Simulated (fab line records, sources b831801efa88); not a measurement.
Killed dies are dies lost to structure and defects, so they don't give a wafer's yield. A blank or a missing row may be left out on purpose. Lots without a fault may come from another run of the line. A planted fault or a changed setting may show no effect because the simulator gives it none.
A struck lot beside a sound one | flow sky130 | 14 steps out of a route of 708
Sound: wafers L222.1, L222.2, L222.5. Struck: wafers L221.1, L221.2, L221.3. The cause comes at the end.
At each step with rows: each side's tool, then ch and its chambers, then its first start. Under that, the readings that differ: sound wafers | struck wafers | difference of the means | sigmas: that difference in standard deviations of wafers without a fault.
alike: readings whose means differ by less than 2 such deviations, and words and numbers that are the same on both sides. not compared: withheld readings, readings that some wafer has no value for, bounds like >300 that may hide the same value, and numbers for which the record gives no deviation and whose values overlap.
The two part at a step that has a row with sigmas, a row that says differs or no value, or rows on one side only. Numbers that don't overlap but have no deviation are shown without sigmas and don't part them. A reading that every wafer of one side lacks parts them only if that side has two wafers or more.

SKY_VIA4_STRIP_13: strips in O2/N2.
  sound on plasma_asher-03 ch 0,1, day 48 06:55; struck on plasma_asher-03 ch 0,1, day 48 01:44
  alike: drypump_motor_current_A, oes_product_au, strip_time_to_endpoint_s
  not compared: rf_hours_counter_h
then, 4 steps without rows for these wafers: SKY_VIA4_STRIP_14 (strips in post etch residue remover, time 1200 s); SKY_VIA4_CLEAN_15 (cleans in IPA, time 180 s); SKY_VIA4_CLEAN_16 (cleans in O3/DIW); SKY_VIA4_SPUTTER_17 (material TiN, target thk 20 nm, time 80 s).
SKY_VIA4_CVD_18: deposits W, target thk 505 nm, time 152.14 s.
  sound on cvd_w-02 ch 0,1, day 48 07:35; struck on cvd_w-02 ch 0,1, day 48 02:24
  alike: heater_power_w
SKY_VIA4_RS_MEAS_19: measures by four-point-probe.
  sound on film_metro-02, day 48 07:44; struck on film_metro-01, day 48 02:33
  alike: VIA4_W_RS
SKY_VIA4_THK_MEAS_20: measures by xrf.
  sound on film_metro-02, day 48 07:51; struck on film_metro-01, day 48 02:40
  alike: VIA4_W_THK
then, 1 step without rows for these wafers: SKY_VIA4_CMP_21 (polishes, stops on SiO2, t overpolish 25 s, target thk 0 nm).
SKY_METAL5_SPUTTER_00: material Ti, target thk 15 nm, time 10 s.
  sound on pvd_sputter-02, day 48 08:25; struck on pvd_sputter-03, day 48 03:02
  reading                | sound          | struck         | difference | sigmas
  throttle_valve_pct (%) | 29.9 29.7 30.1 | 31.4 31.0 30.6 | +1.1       | +2
  alike: cathode_dc_power_W, chamber_pressure_pa
SKY_METAL5_SPUTTER_01: material TiN, target thk 20 nm, time 16.7 s.
  sound on pvd_sputter-02, day 48 08:26; struck on pvd_sputter-03, day 48 03:03
  reading                | sound          | struck         | difference | sigmas
  throttle_valve_pct (%) | 29.9 29.9 29.8 | 31.6 31.0 30.6 | +1.2       | +3
  alike: cathode_dc_power_W, chamber_pressure_pa
then, 1 step without rows for these wafers: SKY_METAL5_SPUTTER_02 (material AlCu, target thk 1150 nm, time 61.2 s).
SKY_METAL5_SPUTTER_03: material Ti, target thk 5 nm, time 3.3 s.
  sound on pvd_sputter-02, day 48 08:31; struck on pvd_sputter-03, day 48 03:08
  no value came back on the struck wafers for cathode_dc_power_W (W), chamber_pressure_pa (Pa), throttle_valve_pct (%); on the sound wafers cathode_dc_power_W (W) reads 2999.5 2999.5 3000.0
SKY_METAL5_SPUTTER_04: material TiN, target thk 70 nm, time 58.3 s.
  sound on pvd_sputter-02, day 48 08:32; struck on pvd_sputter-03, day 48 03:09
  alike: cathode_dc_power_W, chamber_pressure_pa, throttle_valve_pct

WHERE THEY PART
First at SKY_METAL5_SPUTTER_00; last, within this record, at SKY_METAL5_SPUTTER_03. Later steps at which nothing parts them and some readings are alike: SKY_METAL5_SPUTTER_04.

WHY: what the simulator had put in
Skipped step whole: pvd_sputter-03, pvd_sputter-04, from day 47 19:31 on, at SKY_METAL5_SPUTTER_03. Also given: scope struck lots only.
